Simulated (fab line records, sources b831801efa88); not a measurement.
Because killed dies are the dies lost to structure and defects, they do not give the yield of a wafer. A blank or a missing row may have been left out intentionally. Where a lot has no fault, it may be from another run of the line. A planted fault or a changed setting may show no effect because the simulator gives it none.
Chamber matching | flow gf180mcu | GF_V2_CVD_02 on pecvd-01: 3 sister chambers
The step deposits SiO2 from TEOS, target thk 850 nm, time 94.851 s. 3 wafers are shown with their chamber, then 9 later ones without.

== WAFERS PAIRED WITH THEIR CHAMBERS ==
wafer  | chamber | heater_power_w (W)
L085.1 | 1       | 708
L085.3 | 2       | 526
L088.5 | 0       | 745

== WAFERS WITH NO CHAMBER GIVEN ==
wafer  | heater_power_w (W)
L092.2 | 694
L092.3 | 812
L092.6 | 712
L093.1 | 585
L093.4 | 800
L093.5 | 712
L097.2 | 632
L097.4 | 859
L097.5 | 715

== WHICH CHAMBER EACH WENT THROUGH ==
wafer  | from the rows above          | in truth
L092.2 | can't be placed: 1 or 0      | 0
L092.3 | can't be placed: 0 or 1      | 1
L092.6 | can't be placed: 1 or 0      | 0
L093.1 | can't be placed: 2 or 1 or 0 | 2
L093.4 | can't be placed: 0 or 1      | 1
L093.5 | can't be placed: 1 or 0      | 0
L097.2 | can't be placed: 1 or 2 or 0 | 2
L097.4 | can't be placed: 0 or 1      | 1
L097.5 | can't be placed: 1 or 0      | 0
Placed correctly: 0 of 9. Unplaceable from these rows: 9, with the true chamber sitting among the candidates in 9. 0 placed wrongly.
How it was worked out, from the rows above alone: a wafer's distance from a chamber is the root of the sum, over the readings, of the square of ((its reading less the chamber's mean) divided by the reading's scatter). If the next closest chamber is less than 2 further off than the closest, the wafer can't be placed; otherwise it belongs to the closest. Each chamber's mean is taken over the wafers shown for it. The scatter: with one shown wafer a chamber, the root of the mean of the squares of how far each hidden wafer lies from its nearest shown one.
